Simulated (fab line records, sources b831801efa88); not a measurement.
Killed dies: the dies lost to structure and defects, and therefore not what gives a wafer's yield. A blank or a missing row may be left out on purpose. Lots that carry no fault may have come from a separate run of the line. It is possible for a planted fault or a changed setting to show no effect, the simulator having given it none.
Which tool did it? | flow sky130 | 12 lots, 36 wafers sampled, at 5 steps of a route of 708

WHAT THE GAUGES SHOWED, per wafer
SKY_VT_ADJUST_HVTR_TW_MEAS_11.
lot  | measured     | on            | VT_ADJUST_HVTR_TW
L432 | day 9 21:06  | film metro-01 | 210.9 210.2 209.9
L434 | day 9 23:56  | film metro-02 | 212.1 212.9 212.2
L435 | day 10 14:15 | film metro-01 | 207.0 208.3 208.1
L438 | day 11 15:46 | film metro-01 | 208.6 208.2 208.2
L440 | day 11 19:02 | film metro-02 | 211.8 211.1 211.7
L439 | day 11 20:53 | film metro-04 | 207.7 206.5 208.4
L442 | day 12 15:04 | film metro-01 | 210.2 209.2 209.4
L444 | day 12 21:59 | film metro-02 | 211.7 213.9 212.7
L445 | day 13 16:32 | film metro-02 | 212.6 212.0 213.3
L448 | day 14 15:30 | film metro-02 | 213.0 214.6 214.0
L449 | day 14 20:25 | film metro-01 | 208.8 208.8 208.5
L454 | day 16 02:08 | film metro-04 | 207.0 208.1 207.2

SKY_SONOS_ONO_OVL_MEAS_14.
lot  | measured     | on         | SONOS_ONO_OVL (nm)
L432 | day 12 20:49 | overlay-01 | -0.2 0.6 -1.1
L434 | day 13 06:48 | overlay-01 | -3.4 -2.1 -0.6
L435 | day 13 17:58 | overlay-01 | 0.2 -0.2 -1.9
L438 | day 15 02:52 | overlay-01 | 0.4 0.9 -0.7
L440 | day 15 03:49 | overlay-02 | -3.1 -1.0 -1.2
L439 | day 15 08:00 | overlay-02 | -2.0 -2.9 -1.1
L442 | day 16 05:07 | overlay-02 | -0.7 -1.4 0.7
L444 | day 16 11:13 | overlay-01 | -0.9 0.5 0.5
L445 | day 17 07:24 | overlay-01 | 0.2 1.5 -0.3
L448 | day 18 08:31 | overlay-02 | 0.2 0.4 -0.8
L449 | day 18 12:42 | overlay-01 | 3.1 -0.6 1.4
L454 | day 20 02:16 | overlay-02 | 0.2 -0.9 -0.7

SKY_GATE_OXIDE_TW_MEAS_14.
lot  | measured     | on            | GATE_OXIDE_TW
L432 | day 13 23:59 | film metro-01 | 222.9 222.3 222.4
L434 | day 14 12:01 | film metro-04 | 219.3 219.4 220.1
L435 | day 14 22:44 | film metro-04 | 219.6 219.7 219.9
L438 | day 16 10:01 | film metro-01 | 221.4 221.0 222.4
L440 | day 16 10:20 | film metro-02 | 228.1 227.1 227.9
L439 | day 16 14:06 | film metro-02 | 226.2 225.0 226.8
L442 | day 17 13:09 | film metro-04 | 219.0 219.9 221.0
L444 | day 17 18:23 | film metro-04 | 220.0 220.5 221.5
L445 | day 18 14:46 | film metro-04 | 219.3 220.3 219.1
L448 | day 19 19:26 | film metro-04 | 239.3 239.9 239.8 237.9 239.8 239.2
L449 | day 20 00:03 | film metro-01 | 240.2 239.9 239.5 239.6 239.9 239.0
L454 | day 21 12:04 | film metro-04 | 221.9 222.4 222.0

TOOL THAT RAN EACH LOT (tool first, then ch and the chambers of the sampled wafers, then the start)
lot  | SKY_SONOS_ONO_ETCH_15              | SKY_GATE_OXIDE_IMPLANT_11
L432 | rie diel-04 ch 1,2,3, day 12 20:50 | implanter-04 ch 0, day 13 23:38
L434 | rie diel-03 ch 1,3, day 13 06:50   | implanter-02 ch 0, day 14 11:40
L435 | rie diel-02 ch 2,3, day 13 17:59   | implanter-02 ch 0, day 14 22:23
L438 | rie diel-02 ch 0,1,2, day 15 02:53 | implanter-02 ch 0, day 16 09:42
L440 | rie diel-04 ch 1,2,3, day 15 03:50 | implanter-04 ch 0, day 16 10:00
L439 | rie diel-03 ch 2,3, day 15 08:02   | implanter-04 ch 0, day 16 13:45
L442 | rie diel-02 ch 1,2,3, day 16 05:08 | implanter-04 ch 0, day 17 12:48
L444 | rie diel-02 ch 1,2, day 16 11:14   | implanter-03 ch 0, day 17 18:01
L445 | rie diel-02 ch 1,2,3, day 17 07:26 | implanter-02 ch 0, day 18 14:24
L448 | rie diel-02 ch 0,1,3, day 18 08:32 | implanter-02 ch 0, day 19 19:05
L449 | rie diel-02 ch 0,1,3, day 18 12:44 | implanter-02 ch 0, day 19 23:42
L454 | rie diel-04 ch 0,1,3, day 20 02:17 | implanter-04 ch 0, day 21 11:43
- SKY_SONOS_ONO_ETCH_15: etches the open film in CHF3/O2, target depth 19.52 nm, time 7.8 s.
- SKY_GATE_OXIDE_IMPLANT_11

WHAT THE TOOLS THEMSELVES READ (means of the sampled wafers that have a number; where no wafer has one, the mark that the record gives instead)
SKY_SONOS_ONO_ETCH_15.
lot  | tool        | chamber pressure mTorr (mTorr) | drypump motor current A (A) | oes product au (a.u.) | throttle valve pct (%)
L432 | rie diel-04 | 40.02                          | 6.2                         | 0.993                 | 8.819
L434 | rie diel-03 | 39.99                          | 5.9                         | 0.996                 | 8.833
L435 | rie diel-02 | 39.98                          | 5.4                         | 0.999                 | 8.821
L438 | rie diel-02 | 39.98                          | 6.1                         | 1.011                 | 8.821
L440 | rie diel-04 | 40.02                          | 6.3                         | 0.978                 | 8.828
L439 | rie diel-03 | 39.96                          | 5.9                         | 0.990                 | 8.821
L442 | rie diel-02 | 39.99                          | 5.8                         | 1.000                 | 8.825
L444 | rie diel-02 | 39.97                          | 6.3                         | 1.011                 | 8.839
L445 | rie diel-02 | 40.01                          | 5.8                         | 0.996                 | 8.821
L448 | rie diel-02 | 40.00                          | 5.6                         | 1.002                 | 8.823
L449 | rie diel-02 | 40.00                          | 5.6                         | 1.002                 | 8.835
L454 | rie diel-04 | 39.98                          | 5.8                         | 0.996                 | 8.821

SKY_GATE_OXIDE_IMPLANT_11.
lot  | tool         | dose ions cm2 | faraday current uA
L432 | implanter-04 | 2.6014e+12    | 14.5
L434 | implanter-02 | 2.6001e+12    | 14.6
L435 | implanter-02 | 2.6012e+12    | 14.9
L438 | implanter-02 | 2.5993e+12    | 14.5
L440 | implanter-04 | 2.5998e+12    | 14.6
L439 | implanter-04 | 2.6003e+12    | 14.4
L442 | implanter-04 | 2.6046e+12    | 14.7
L444 | implanter-03 | 2.6027e+12    | 14.3
L445 | implanter-02 | 2.5987e+12    | 14.4
L448 | implanter-02 | 3.4263e+12    | 19.2
L449 | implanter-02 | 3.4291e+12    | 19.0
L454 | implanter-04 | 2.5978e+12    | 14.6

THE ANSWER, worked out from the rows above alone
Rule: the lots themselves supply what counts as usual. Put in order of their means at a reading, lots are off if they are a third of the lots or fewer, leave a main group of 4 or more, and stand apart from it by a gap of 3 or more times the standard deviation of the main group's means; of several such gaps the widest counts. A main group whose means are all the same, to the digits that the tables above print for the reading, isn't used. A lot without any number at a reading at which 4 lots or more have one is off too. The other lots that the step has rows for count as sound. First the gauges in route order, then the tools' own readings, where a lot's mean is used as printed above. At the first step where some lot is off, the reading lying furthest off is the one used; lots without a number count as furthest.
Off: at SKY_GATE_OXIDE_TW_MEAS_14 (GATE_OXIDE_TW), L448, L449. Mean 221.9 and standard deviation 2.7 in the main group.
If a tool, at a process step before that reading, ran all the lots that are off and no sound lot after the first of them, it fits. The gauges at SKY_GATE_OXIDE_TW_MEAS_14 aren't tried: what is off there is off at SKY_GATE_OXIDE_IMPLANT_11 too, on other tools, and a gauge's error can't cause that. 2 tools fit, rie diel-02 at SKY_SONOS_ONO_ETCH_15 and implanter-02 at SKY_GATE_OXIDE_IMPLANT_11, so this cannot tell which one it is.

WHAT THE SIMULATOR PUT IN
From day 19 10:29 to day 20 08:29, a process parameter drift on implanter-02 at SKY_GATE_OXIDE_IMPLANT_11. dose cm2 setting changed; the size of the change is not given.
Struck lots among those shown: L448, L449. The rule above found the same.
